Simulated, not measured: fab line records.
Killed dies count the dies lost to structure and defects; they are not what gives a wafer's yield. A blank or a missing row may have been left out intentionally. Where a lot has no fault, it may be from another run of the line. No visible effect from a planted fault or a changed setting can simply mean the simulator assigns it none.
Which of the tools did it? ; flow sfqLine ; 6 lots, 18 wafers sampled, at 2 steps of a route of 325

## WHAT EACH GAUGE READ, for each wafer
SFQ_M0_RS_MEAS_904: measures by four-point-probe.
lot;measured;on;M0_NB_RS (ohm/sq)
L501;day 5 02:32;filmMetro-03;0.898 0.894 0.899
L503;day 5 14:34;filmMetro-02;0.889 0.889 0.888
L506;day 6 09:47;filmMetro-03;0.887 0.887 0.897
L508;day 6 19:21;filmMetro-03;0.883 0.893 0.880
L510;day 7 09:17;filmMetro-02;0.902 0.903 0.897
L514;day 10 03:51;filmMetro-03;0.897 0.892 0.888

## WHAT TOOL EACH LOT RAN ON (gives the tool, then ch and the chambers of the sampled wafers, and finally the start)
lot;SFQ_TRILAYER_M0_DEP_SPUTTER_019
L501;pvdSputter-03, day 5 02:26
L503;pvdSputter-04, day 5 14:26
L506;pvdSputter-03, day 6 09:40
L508;pvdSputter-04, day 6 19:14
L510;pvdSputter-04, day 7 09:11
L514;pvdSputter-03, day 10 03:44
- SFQ_TRILAYER_M0_DEP_SPUTTER_019: material Nb, target thk 200 nm, time 133.3 s.

## THE ANSWER, worked out from the rows above alone
Rule: usual is defined by the lots themselves. Put in order of their means at a reading, lots are off if they are a third of the lots or fewer, leave a main group of 4 or more, and stand apart from it by a gap of 3 or more times the standard deviation of the main group's means; of several such gaps the widest counts. If all means in a main group match to the digits the tables above print for the reading, that group is not used. Also off: a lot with no number at a reading for which 4 or more lots have one. Any other lot the step has rows for is counted as sound.
Across all readings shown, no lot is off: no conclusion can be drawn from this.

## WHAT HAD BEEN PUT IN BY THE SIMULATOR
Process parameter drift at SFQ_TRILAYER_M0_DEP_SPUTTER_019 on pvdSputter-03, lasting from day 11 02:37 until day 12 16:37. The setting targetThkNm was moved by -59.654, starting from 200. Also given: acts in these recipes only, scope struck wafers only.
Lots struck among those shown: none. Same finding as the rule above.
